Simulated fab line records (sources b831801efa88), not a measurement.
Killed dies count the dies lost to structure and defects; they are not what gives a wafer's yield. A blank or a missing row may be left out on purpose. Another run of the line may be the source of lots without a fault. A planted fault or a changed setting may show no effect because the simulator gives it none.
Struck lot and sound lot, side by side | flow sky130 | 32 steps out of a route of 708
Sound: wafers L804.4, L804.5, L804.6. The struck wafers were L801.1, L801.3, L801.4. Last of all comes the cause.
At each step with rows: each side's tool, then ch and its chambers, then its first start. Under that, the readings that differ: sound wafers | struck wafers | difference of the means | sigmas: that difference in standard deviations of wafers without a fault.
alike: same words and numbers on both sides, and readings whose means sit less than 2 such deviations apart. not compared: any withheld reading, any reading some wafer has no value for, any bound like >300 that may hide the same value, and any number with overlapping values for which the record gives no deviation.
Wherever a step has rows on one side only, a row that says differs or no value, or a row with sigmas, the two part there. Non-overlapping numbers with no deviation appear without sigmas and do not part them. A reading missing from all wafers of one side parts the sides only when that side holds two or more wafers.

SKY_PWDE_OVL_MEAS_07:
  sound: overlay-01 at day 7 13:21; struck: overlay-01 at day 6 23:15
  reading       | sound          | struck        | difference | sigmas
  PWDE_OVL (nm) | -2.9 -4.2 -2.1 | 0.1 -0.3 -1.2 | +2.6       | +2
after that, 1 step had no rows for these wafers: SKY_PWDE_IMPLANT_08.
SKY_PWDE_STRIP_09: strips in O2/N2.
  sound on plasma-asher-02 ch 0,1, day 7 13:33; struck on plasma-asher-03 ch 0,1, day 6 23:26
  alike: drypump-motor-current-A, n2-flow-sccm, oes-product-au, strip-time-to-endpoint-s
  not compared: rf-hours-counter-h
SKY_PWDE_TW_MEAS_10:
  sound: film-metro-01 at day 7 13:39; struck: film-metro-04 at day 6 23:32
  reading | sound       | struck      | difference | sigmas
  PWDE_TW | 377 379 378 | 371 371 370 | -7         | -2
then, 7 steps without rows for these wafers: SKY_NWELL_DEHYDRATE_03 (time 60 s); SKY_NWELL_HMDS_04 (prime time 60 s); SKY_NWELL_COAT_05 (resist thk 3000 nm); SKY_NWELL_SOFTBAKE_06; SKY_NWELL_EXPOSE_07 (exposes mask NWM, target cd 840 nm); SKY_NWELL_PEB_08; SKY_NWELL_DEVELOP_09 (develop time 60 s).
SKY_NWELL_OVL_MEAS_10:
  sound: overlay-01 at day 8 10:37; struck: overlay-01 at day 7 18:56
  alike: NWELL_00_OVL
SKY_NWELL_IMPLANT_11:
  sound on implanter-03 ch 0, day 8 10:43; struck on implanter-02 ch 0, day 7 18:58
  reading                   | sound                | struck               | difference | sigmas
  beam-energy-keV           | 400.19 399.96 399.98 | 346.04 345.85 346.06 | -54.06     | -99 or more
  model.implant.rp-nm (nm)  | 497.9 497.9 497.9    | 438.5 438.5 438.5    | -59.4      |
  model.implant.drp-nm (nm) | 116.9 116.9 116.9    | 108.2 108.2 108.2    | -8.7       |
then, 2 steps without rows for these wafers: SKY_NWELL_IMPLANT_12; SKY_NWELL_IMPLANT_13.
SKY_NWELL_STRIP_14: strips in O2/N2.
  sound on plasma-asher-04 ch 0,1, day 8 11:07; struck on plasma-asher-01 ch 0,1, day 7 19:25
  alike: drypump-motor-current-A, n2-flow-sccm, oes-product-au, strip-time-to-endpoint-s
  not compared: rf-hours-counter-h
SKY_NWELL_TW_MEAS_15:
  sound: film-metro-04 at day 8 11:13; struck: film-metro-04 at day 7 19:31
  alike: NWELL_TW
then, 7 steps without rows for these wafers: SKY_NWELL_DEHYDRATE_16 (time 60 s); SKY_NWELL_HMDS_17 (prime time 60 s); SKY_NWELL_COAT_18 (resist thk 3000 nm); SKY_NWELL_SOFTBAKE_19; SKY_NWELL_EXPOSE_20 (exposes mask NWM COMPLEMENT, target cd 840 nm); SKY_NWELL_PEB_21; SKY_NWELL_DEVELOP_22 (develop time 60 s).
SKY_NWELL_OVL_MEAS_23:
  sound: overlay-01 at day 9 07:55; struck: overlay-01 at day 8 16:17
  alike: NWELL_01_OVL
after that, 1 step had no rows for these wafers: SKY_NWELL_IMPLANT_24.
SKY_NWELL_STRIP_25: strips in O2/N2.
  sound on plasma-asher-04 ch 0,1, day 9 08:07; struck on plasma-asher-01 ch 0,1, day 8 16:28
  alike: drypump-motor-current-A, n2-flow-sccm, oes-product-au, strip-time-to-endpoint-s
  not compared: rf-hours-counter-h
SKY_NWELL_TW_MEAS_26:
  sound: film-metro-01 at day 9 08:13; struck: film-metro-04 at day 8 16:34
  reading    | sound       | struck      | difference | sigmas
  NWELL_2_TW | 500 499 504 | 490 491 489 | -11        | -2
then, 1 step without rows for these wafers: SKY_NWELL_CLEAN_27 (cleans in SC1/SC2, time 150 s).
SKY_NWELL_RTA_28: time 30 s.
  sound on rtp-anneal-02 ch 0, day 9 08:21; struck on rtp-anneal-02 ch 0, day 8 16:41
  alike: lamp-power-pct, ramp-down-c-per-s, ramp-up-c-per-s, wafer_temp_C_max
SKY_NWELL_RS_MEAS_29: measures by four-point-probe.
  sound: film-metro-03 at day 9 08:28; struck: film-metro-01 at day 8 16:47
  reading           | sound             | struck            | difference | sigmas
  NWELL_RS (ohm/sq) | 627.7 626.8 627.5 | 644.5 644.2 645.2 | +17.3      | +11
-- the record jumps here: 41 days lie between the struck wafers' starts before and after (it left off in module NWELL and takes up again in module PAD_OPEN, whose first step shown is number 708 of the route) --
SKY_PAD_OPEN_PROBE_99:
  sound: prober-02 at day 49 12:11; struck: prober-01 at day 49 05:45
  reading                                 | sound                         | struck                        | difference | sigmas
  model.etest.pfet_16v.r-on-ohm-um        | 1.503e+04 1.475e+04 1.515e+04 | 1.608e+04 1.591e+04 1.595e+04 | +1.003e+03 |
  model.etest.res-nwell.line-ohm-um       | 1116 1077 1119                | 1538 1502 1510                | +413       |
  model.etest.res-nwell.rs-ohm-sq         | 934.8 909.8 940.8             | 1233 1218 1196                | +287       |
  model.etest.nfet_16v.r-on-ohm-um        | 1.404e+04 1.408e+04 1.394e+04 | 1.364e+04 1.344e+04 1.361e+04 | -4.567e+02 |
  model.etest.pfet-g5v0d10v5.r-on-ohm-um  | 4787 4721 4747                | 4794 4838 4915                | +97        |
  model.etest.tip_p_5v.rs-ohm-sq          | 2851 2844 2820                | 3004 2992 2985                | +155       |
  model.etest.res-nwell.width-nm (nm)     | 844.4 839.4 841.9             | 807.3 804.9 803.2             | -36.8      |
  model.etest.res-iso-pwell.width-nm (nm) | 2640 2653 2644                | 2685 2669 2676                | +31        |
  alike: killed_at_M0_to_M3, killed_at_M4_up, killed-at-contacts, killed-at-front-end, killed-at-other, killed-dies, killed-open, killed-short

## WHERE THEY PART
Last at SKY_NWELL_RS_MEAS_29 as far as this record goes, first at SKY_PWDE_OVL_MEAS_07. Later steps at which nothing parts them and some readings are alike: SKY_PAD_OPEN_PROBE_99.

WHY: whatever the simulator had introduced
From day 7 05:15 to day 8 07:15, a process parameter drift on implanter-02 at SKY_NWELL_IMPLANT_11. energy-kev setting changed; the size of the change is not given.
